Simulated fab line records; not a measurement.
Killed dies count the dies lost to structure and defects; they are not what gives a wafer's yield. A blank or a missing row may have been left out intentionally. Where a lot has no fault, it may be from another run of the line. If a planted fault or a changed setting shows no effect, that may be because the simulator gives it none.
Struck lot and sound lot, side by side ; flow sky130 ; 19 steps out of a route of 708
Sound: the wafers L175.1, L175.3, L175.5. Struck: wafer L185.3 (L185.1, L185.2, from the same lot, were not struck and are left out); the cause is given at the end.
At each step with rows: each side's tool, then ch and its chambers, then its first start. Under that, the readings that differ: sound wafers ; struck wafers ; difference of the means ; sigmas: that difference in standard deviations of wafers without a fault.
alike: readings whose means differ by less than 2 such deviations, and words and numbers that are the same on both sides. not compared: withheld readings, readings that some wafer has no value for, bounds like >300 that may hide the same value, and numbers for which the record gives no deviation and whose values overlap.
The two part at a step that has a row with sigmas, a row that says differs or no value, or rows on one side only. Numbers that don't overlap but have no deviation are shown without sigmas and don't part them. Lack of a reading on every wafer of one side parts them only where that side has two or more wafers.

first, 1 step without rows for these wafers: SKY_LDD_P_DEVELOP_06 (develop time 60 s).
SKY_LDD_P_CD_MEAS_07: the cd target is 380 nm.
  sound: cd-sem-02 at day 21 07:34; struck: cd-sem-02 at day 24 23:41
  alike: cd-nm
SKY_LDD_P_OVL_MEAS_08:
  sound: overlay-02 at day 21 07:41; struck: overlay-02 at day 24 23:49
  alike: LDD_P_OVL
then, 1 step without rows for these wafers: SKY_LDD_P_IMPLANT_09.
SKY_LDD_P_STRIP_10: strips in O2/N2.
  sound on plasma-asher-01 ch 0,1, day 21 07:53; struck on plasma-asher-01 ch 0, day 25 00:00
reading;sound;struck;difference;sigmas
oes-product-au (a.u.);0.722 0.724 0.717;0.710;-0.011;-3
  alike: drypump-motor-current-A, n2-flow-sccm, strip-time-to-endpoint-s
  not compared: rf-hours-counter-h
SKY_LDD_P_TW_MEAS_11:
  sound: film-metro-03 at day 21 07:59; struck: film-metro-01 at day 25 00:06
  alike: LDD_P_TW
then, 6 steps without rows for these wafers: SKY_LDD_HVN_DEHYDRATE_00 (time 60 s); SKY_LDD_HVN_HMDS_01 (prime time 60 s); SKY_LDD_HVN_COAT_02 (resist thk 300 nm); SKY_LDD_HVN_SOFTBAKE_03 (time 60 s); SKY_LDD_HVN_EXPOSE_04 (exposes mask HVNTM, target cd 700 nm); SKY_LDD_HVN_PEB_05.
SKY_LDD_HVN_DEVELOP_06: develop time 60 s.
  sound on litho-track-01 ch 0, day 22 14:40; struck on litho-track-02 ch 0, day 26 06:04
SKY_LDD_HVN_OVL_MEAS_07:
  sound: overlay-01 at day 22 14:49; struck: overlay-01 at day 26 06:13
reading;sound;struck;difference;sigmas
LDD_HVN_OVL (nm);-0.6 -0.5 0.5;-2.8;-2.6;-2
then, 1 step without rows for these wafers: SKY_LDD_HVN_IMPLANT_08.
SKY_LDD_HVN_STRIP_09: strips in O2/N2.
  sound on plasma-asher-01 ch 0,1, day 22 15:01; struck on plasma-asher-02 ch 0, day 26 06:24
  alike: drypump-motor-current-A, n2-flow-sccm, oes-product-au, strip-time-to-endpoint-s
  not compared: rf-hours-counter-h
SKY_LDD_HVN_TW_MEAS_10:
  sound: film-metro-02 at day 22 15:07; struck: film-metro-01 at day 26 06:30
reading;sound;struck;difference;sigmas
LDD_HVN_TW;1452 1451 1453;226;-1226;-82
then, 1 step without rows for these wafers: SKY_LDD_HVP_DEHYDRATE_00 (time 60 s).
-- record jumps: 24 days separate the struck wafers' starts on either side; left off in module LDD_HVP, taken up again in module PAD_OPEN, whose first shown step is the route's number 708 --
SKY_PAD_OPEN_PROBE_99:
  sound: prober-02 at day 47 21:23; struck: prober-02 at day 50 04:52
reading;sound;struck;difference;sigmas
killed-at-front-end;12 16 11;428;+415;+99 or more
killed-dies;88 86 97;492;+402;+44
killed-on-rim;20 16 22;96;+77;+21
  alike: killed_at_M0_to_M3, killed_at_M4_up, killed-at-contacts, killed-at-other, killed-open, killed-short

WHERE THEY PART
Earliest at SKY_LDD_P_STRIP_10; latest, in this record, at SKY_PAD_OPEN_PROBE_99.

WHY: the cause the simulator had injected
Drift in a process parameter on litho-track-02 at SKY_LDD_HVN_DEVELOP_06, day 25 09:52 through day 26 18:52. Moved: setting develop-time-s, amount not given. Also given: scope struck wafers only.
